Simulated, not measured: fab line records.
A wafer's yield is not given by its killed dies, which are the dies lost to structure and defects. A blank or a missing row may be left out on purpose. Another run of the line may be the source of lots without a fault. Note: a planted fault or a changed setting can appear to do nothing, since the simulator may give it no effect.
fab line records	flow gf180mcu
[record] lots = 13	wafers = 39	last_day = 34
route steps=602 shown NWELL@49 LVPWELL@62 CONTACT@303
lots untouched by any fault: they come from a run of this same line in which no faults occurred
start_h: start of the lot's first displayed wafer, in hours after the record's first day	wait_h: how many hours have passed since the lot's step before this one	" the same as in the row above	L1.1+2: several wafers, shown together as one row	- value missing, or start not given	* or withheld: withheld	< > ~ a bound
route shown NAME@n: names a module that has steps shown in the file, with the first one's number in the route	usual: the fault-free wafers' mean and standard deviation	same: alike in all rows	chamber/n: place in a boat	sites: each site's reading	_std_site: standard deviation across them	_edge_site: the outer-site mean with the inner-site mean subtracted	radius_mm: how far each site lies from the wafer's centre	mask NAME#n: copy n	behind: the last tool/chamber to shape the wafer	hold: why the lot went on hold/how many hours it stayed there/how the hold came to an end	device: the n, p or np transistor that did not switch	end of line: tests run on the same wafers once the route is complete	for a step that has no rows: nothing shown but its recipe	killed: not the wafer's yield, but the dies lost to structure and defects at the first sort	map: shows each die of a wafer: x if killed, . if not, _ if none is there
set.NAME: setting as actually run; set.NAME@STEP: the setting as run at that earlier step	model.NAME: the simulator's own value behind a step, which no gauge read
route steps across a sampled set of lots; one table per step, one row per wafer
services: when a tool's chamber went out of use (start_h, in hours from the record's first day, below 0 if earlier), for how many hours, and the reason
[[steps]]
[step GF_NWELL_OVL_MEAS_07]
[usual] NWELL_OVL = 1.1/1.3
lot.wafer	tool	chamber	start_h	wait_h	NWELL_OVL[nm]
L504.1	overlay-01	-	60.10	-	1.9
L504.4	"	-	"	"	2.9
L504.6	"	-	"	"	3.9
L505.1	overlay-01	-	66.83	-	0.0
L505.3	"	-	"	"	1.7
L505.6	"	-	"	"	1.6
L506.1	overlay-01	-	71.63	-	3.0
L506.3	"	-	"	"	4.6
L506.5	"	-	"	"	3.2
L507.2	overlay-01	-	76.24	-	0.4
L507.3	"	-	"	"	1.6
L507.5	"	-	"	"	1.0
L508.1	overlay-01	-	82.27	-	1.0
L508.3	"	-	"	"	2.7
L508.6	"	-	"	"	-0.4
L509.1	overlay-01	-	90.37	-	2.6
L509.2	"	-	"	"	2.5
L509.3	"	-	"	"	3.2
L511.2	overlay-01	-	102.45	-	-1.4
L511.5	"	-	"	"	0.2
L511.6	"	-	"	"	0.3
L521.2	overlay-02	-	153.30	-	1.4
L521.5	"	-	"	"	2.0
L521.6	"	-	"	"	0.1
L522.1	overlay-02	-	160.43	-	0.1
L522.5	"	-	"	"	1.7
L522.6	"	-	"	"	0.8
L523.2	overlay-02	-	169.18	-	1.2
L523.3	"	-	"	"	-0.3
L523.5	"	-	"	"	-0.9
L524.1	overlay-01	-	170.49	-	3.1
L524.2	"	-	"	"	2.9
L524.6	"	-	"	"	1.7
L525.3	overlay-01	-	175.94	-	1.4
L525.4	"	-	"	"	0.9
L525.5	"	-	"	"	1.8
L526.2	overlay-02	-	182.03	-	0.2
L526.4	"	-	"	"	0.4
L526.6	"	-	"	"	-0.6
[step GF_LVPWELL_IMPLANT_08]
[recipe] species = B	energy_kev = 170	dose_cm2 = 1.5e+13	tilt_deg = 0
[usual] tilt_deg = -0.002/0.018
lot.wafer	tool	chamber	start_h	wait_h	tilt_deg
L504.1	implanter-04	0	72.46	0.0	0.010
L504.4	"	0	"	"	0.044
L504.6	"	0	"	"	-0.007
L505.1	implanter-01	0	79.96	0.0	0.020
L505.3	"	0	"	"	-0.018
L505.6	"	0	"	"	-0.004
L506.1	implanter-04	0	85.56	0.0	-0.011
L506.3	"	0	"	"	0.018
L506.5	"	0	"	"	-0.001
L507.2	implanter-04	0	89.88	0.0	0.005
L507.3	"	0	"	"	0.006
L507.5	"	0	"	"	-0.001
L508.1	implanter-04	0	96.53	0.0	6.409
L508.3	"	0	"	"	6.434
L508.6	"	0	"	"	6.436
L509.1	implanter-04	0	105.56	0.0	6.435
L509.2	"	0	"	"	6.462
L509.3	"	0	"	"	6.392
L511.2	implanter-04	0	117.38	0.0	6.475
L511.5	"	0	"	"	6.474
L511.6	"	0	"	"	6.455
L521.2	implanter-01	0	169.58	0.0	-0.020
L521.5	"	0	"	"	-0.025
L521.6	"	0	"	"	-0.007
L522.1	implanter-01	0	177.20	0.0	0.010
L522.5	"	0	"	"	0.011
L522.6	"	0	"	"	0.010
L523.2	implanter-04	0	186.58	0.0	-0.021
L523.3	"	0	"	"	0.022
L523.5	"	0	"	"	-0.003
L524.1	implanter-01	0	187.51	0.0	-0.027
L524.2	"	0	"	"	-0.008
L524.6	"	0	"	"	-0.008
L525.3	implanter-04	0	192.45	0.1	-0.002
L525.4	"	0	"	"	-0.002
L525.5	"	0	"	"	0.022
L526.2	implanter-04	0	199.21	0.0	0.001
L526.4	"	0	"	"	0.004
L526.6	"	0	"	"	-0.018
[step GF_LVPWELL_TW_MEAS_11]
[usual] LVPWELL_TW = 560/5
lot.wafer	tool	chamber	start_h	wait_h	LVPWELL_TW
L504.1	film_metro-01	-	72.86	0.1	554
L504.4	"	-	"	"	555
L504.6	"	-	"	"	557
L505.1	film_metro-03	-	80.36	0.1	560
L505.3	"	-	"	"	558
L505.6	"	-	"	"	558
L506.1	film_metro-03	-	85.96	0.1	562
L506.3	"	-	"	"	562
L506.5	"	-	"	"	559
L507.2	film_metro-03	-	90.27	0.1	564
L507.3	"	-	"	"	563
L507.5	"	-	"	"	564
L508.1	film_metro-03	-	96.93	0.1	620
L508.3	"	-	"	"	617
L508.6	"	-	"	"	620
L509.1	film_metro-03	-	105.96	0.1	624
L509.2	"	-	"	"	619
L509.3	"	-	"	"	620
L511.2	film_metro-03	-	117.77	0.1	616
L511.5	"	-	"	"	622
L511.6	"	-	"	"	622
L521.2	film_metro-01	-	169.97	0.1	551
L521.5	"	-	"	"	552
L521.6	"	-	"	"	558
L522.1	film_metro-01	-	177.60	0.1	556
L522.5	"	-	"	"	555
L522.6	"	-	"	"	559
L523.2	film_metro-01	-	186.97	0.1	553
L523.3	"	-	"	"	557
L523.5	"	-	"	"	553
L524.1	film_metro-01	-	187.91	0.1	555
L524.2	"	-	"	"	555
L524.6	"	-	"	"	558
L525.3	film_metro-01	-	192.82	0.1	558
L525.4	"	-	"	"	555
L525.5	"	-	"	"	556
L526.2	film_metro-01	-	199.59	0.1	556
L526.4	"	-	"	"	558
L526.6	"	-	"	"	559
[step GF_VT_IMPLANT_RS_MEAS_48]
[recipe] thk_meas_gauge = four-point-probe
[usual] LVPWELL_RS = 1197/3.2
lot.wafer	tool	chamber	start_h	wait_h	LVPWELL_RS[ohm/sq]
L504.1	film_metro-03	-	163.02	0.1	1196
L504.4	"	-	"	"	1195
L504.6	"	-	"	"	1197
L505.1	film_metro-03	-	172.19	0.1	1198
L505.3	"	-	"	"	1199
L505.6	"	-	"	"	1196
L506.1	film_metro-03	-	179.21	0.1	1191
L506.3	"	-	"	"	1193
L506.5	"	-	"	"	1189
L507.2	film_metro-01	-	183.43	0.1	1200
L507.3	"	-	"	"	1198
L507.5	"	-	"	"	1196
L508.1	film_metro-01	-	190.48	0.1	1432
L508.3	"	-	"	"	1434
L508.6	"	-	"	"	1437
L509.1	film_metro-03	-	202.31	0.1	1426
L509.2	"	-	"	"	1432
L509.3	"	-	"	"	1432
L511.2	film_metro-03	-	216.23	0.1	1432
L511.5	"	-	"	"	1424
L511.6	"	-	"	"	1427
L521.2	film_metro-03	-	277.78	0.1	1199
L521.5	"	-	"	"	1195
L521.6	"	-	"	"	1196
L522.1	film_metro-01	-	289.07	0.1	1194
L522.5	"	-	"	"	1195
L522.6	"	-	"	"	1192
L523.2	film_metro-03	-	298.34	0.1	1199
L523.3	"	-	"	"	1198
L523.5	"	-	"	"	1203
L524.1	film_metro-01	-	299.86	0.1	1197
L524.2	"	-	"	"	1197
L524.6	"	-	"	"	1199
L525.3	film_metro-01	-	306.37	0.1	1197
L525.4	"	-	"	"	1194
L525.5	"	-	"	"	1197
L526.2	film_metro-01	-	315.70	0.1	1197
L526.4	"	-	"	"	1193
L526.6	"	-	"	"	1199
[step GF_CONTACT_ETCH_16]
[recipe] chemistry = N2/H2	target_depth_a = withheld	overetch_a = withheld	time_s = withheld	target = BARC	ion_energy_ev = 200	source_w = 500	bias_w = 100	pressure_mtorr = 30	n2_flow_sccm = 100	h2_flow_sccm = 200
[usual] drypump_motor_current_A = 5.9/0.53	oes_product_au = 0.855/0.0046	throttle_valve_pct = 13.224/0.0085
lot.wafer	tool	chamber	start_h	wait_h	drypump_motor_current_A	oes_product_au	throttle_valve_pct
L504.1	rie_diel-04	0	372.72	0.0	5.3	0.846	13.219
L504.4	"	1	"	"	6.1	0.856	13.205
L504.6	"	2	"	"	5.9	0.851	13.217
L505.1	rie_diel-03	1	382.95	0.0	5.1	0.855	13.225
L505.3	"	2	"	"	6.7	0.860	13.219
L505.6	"	0	"	"	5.2	0.846	13.219
L506.1	rie_diel-04	1	391.90	0.0	6.1	0.858	13.227
L506.3	"	2	"	"	5.9	0.861	13.222
L506.5	"	1	"	"	6.1	0.855	13.229
L507.2	rie_diel-04	0	398.50	0.0	5.3	0.853	13.244
L507.3	"	3	"	"	6.7	0.858	13.219
L507.5	"	0	"	"	5.3	0.853	13.224
L508.1	rie_diel-03	0	407.27	0.0	5.2	0.859	13.216
L508.3	"	1	"	"	5.1	0.858	13.224
L508.6	"	0	"	"	5.2	0.852	13.221
L509.1	rie_diel-04	3	423.83	0.0	6.7	0.852	13.233
L509.2	"	0	"	"	5.3	0.867	13.227
L509.3	"	1	"	"	6.1	0.855	13.224
L511.2	rie_diel-04	3	441.10	0.0	6.7	0.857	13.210
L511.5	"	3	"	"	6.7	0.851	13.238
L511.6	"	0	"	"	5.3	0.859	13.223
L521.2	rie_diel-04	2	518.13	0.0	5.9	0.858	13.235
L521.5	"	0	"	"	5.3	0.853	13.227
L521.6	"	1	"	"	6.1	0.857	13.227
L522.1	rie_diel-02	1	529.87	0.0	5.9	0.856	13.221
L522.5	"	1	"	"	6.0	0.858	13.223
L522.6	"	3	"	"	5.6	0.858	13.232
L523.2	rie_diel-03	3	544.85	0.0	6.5	0.855	13.241
L523.3	"	0	"	"	5.2	0.861	13.225
L523.5	"	3	"	"	6.5	0.860	13.219
L524.1	rie_diel-04	1	545.02	0.0	6.1	0.856	13.217
L524.2	"	0	"	"	5.3	0.861	13.230
L524.6	"	1	"	"	6.1	0.869	13.224
L525.3	rie_diel-04	1	554.84	0.0	6.1	0.850	13.231
L525.4	"	3	"	"	6.7	0.851	13.216
L525.5	"	2	"	"	5.9	0.856	13.223
L526.2	rie_diel-04	1	562.88	0.0	6.1	0.855	13.240
L526.4	"	2	"	"	5.9	0.872	13.227
L526.6	"	3	"	"	6.7	0.857	13.208
[step GF_CONTACT_SPUTTER_23]
[recipe] material = TiN	target_thk_nm = 10	chamber_pressure_pa = 5	power_w = 4000	time_s = 40
[usual] throttle_valve_pct = 29.9/0.87
lot.wafer	tool	chamber	start_h	wait_h	throttle_valve_pct
L504.1	pvd_sputter-03	-	373.26	0.0	27.9
L504.4	"	-	"	"	30.3
L504.6	"	-	"	"	29.8
L505.1	pvd_sputter-04	-	383.47	0.0	30.8
L505.3	"	-	"	"	29.2
L505.6	"	-	"	"	30.1
L506.1	pvd_sputter-02	-	392.43	0.0	30.5
L506.3	"	-	"	"	29.0
L506.5	"	-	"	"	28.7
L507.2	pvd_sputter-03	-	399.03	0.0	27.8
L507.3	"	-	"	"	29.7
L507.5	"	-	"	"	27.7
L508.1	pvd_sputter-02	-	407.79	0.0	29.1
L508.3	"	-	"	"	30.1
L508.6	"	-	"	"	29.0
L509.1	pvd_sputter-04	-	424.35	0.0	30.4
L509.2	"	-	"	"	30.0
L509.3	"	-	"	"	29.4
L511.2	pvd_sputter-04	-	441.63	0.0	29.4
L511.5	"	-	"	"	30.2
L511.6	"	-	"	"	29.4
L521.2	pvd_sputter-03	-	518.65	0.0	28.0
L521.5	"	-	"	"	30.0
L521.6	"	-	"	"	32.0
L522.1	pvd_sputter-02	-	530.39	0.0	30.0
L522.5	"	-	"	"	29.1
L522.6	"	-	"	"	30.6
L523.2	pvd_sputter-03	-	545.38	0.0	27.8
L523.3	"	-	"	"	31.4
L523.5	"	-	"	"	31.6
L524.1	pvd_sputter-04	-	545.55	0.0	29.2
L524.2	"	-	"	"	30.3
L524.6	"	-	"	"	29.9
L525.3	pvd_sputter-04	-	555.37	0.0	30.5
L525.4	"	-	"	"	30.2
L525.5	"	-	"	"	30.2
L526.2	pvd_sputter-04	-	563.41	0.0	29.8
L526.4	"	-	"	"	30.9
L526.6	"	-	"	"	30.4
[[services]]
tool	chamber	start_h	hours	kind
implanter-01	-	148.13	3.2	repair
implanter-01	-	155.05	0.6	repair
rie_diel-04	-	169.96	14.6	pm
pvd_sputter-03	-	182.99	4.1	repair
rie_diel-04	1	201.83	7.9	repair
pvd_sputter-03	-	206.73	5.2	repair
rie_diel-04	0	207.22	4.1	repair
implanter-01	-	240.32	3.6	repair
implanter-01	-	281.76	5.6	pm
rie_diel-04	1	286.45	3.1	repair
rie_diel-04	2	287.13	13.9	repair
implanter-04	-	294.72	3.9	repair
implanter-04	-	313.41	3.2	repair
implanter-04	-	322.18	0.6	repair
implanter-04	-	342.05	1.7	repair
rie_diel-04	-	383.89	0.6	repair
pvd_sputter-03	-	427.30	15.2	repair
rie_diel-04	1	434.55	49.4	repair
implanter-04	-	447.27	1.1	repair
implanter-04	-	463.89	4.4	pm
implanter-04	-	515.71	3.4	repair
pvd_sputter-04	-	534.53	3.6	repair
pvd_sputter-04	-	546.02	7.4	repair
rie_diel-04	0	556.22	13.1	repair
[[key]]
[first_sign] step = GF_LVPWELL_IMPLANT_08	reading = tilt_deg	direction = up	sigmas = 99+	usual = -0.002	struck = 6.441
[effect] step = GF_LVPWELL_TW_MEAS_11	reading = LVPWELL_TW	direction = up	sigmas = 12	usual = 560	struck = 620
[effect] step = GF_VT_IMPLANT_RS_MEAS_48	reading = LVPWELL_RS	direction = up	sigmas = 73	usual = 1197	struck = 1431
met_at GF_LVPWELL_IMPLANT_08
struck_lots L508,L509,L511
tester_left_out L508,L509,L511
not_acting_at GF_NWELL_OVL_MEAS_07,GF_CONTACT_ETCH_16,GF_CONTACT_SPUTTER_23
onset_between 89.88 96.53
[fault] kind = process_parameter_drift	tool = implanter-04	chamber = -	onset_h = 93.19	steps = GF_LVPWELL_IMPLANT_08	channel = tilt_deg	offset = 6.4431	shape = step	end_h = 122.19	acts_in = these_recipes_only	stated = 0
// tester_left_out: of these lots the tester's yield and bins aren't shown, on N5 and GAA mostly nor the transistor test; their killed dies are dies lost to structure and defects alone, not to doping, threshold or leakage, so they don't give the yield
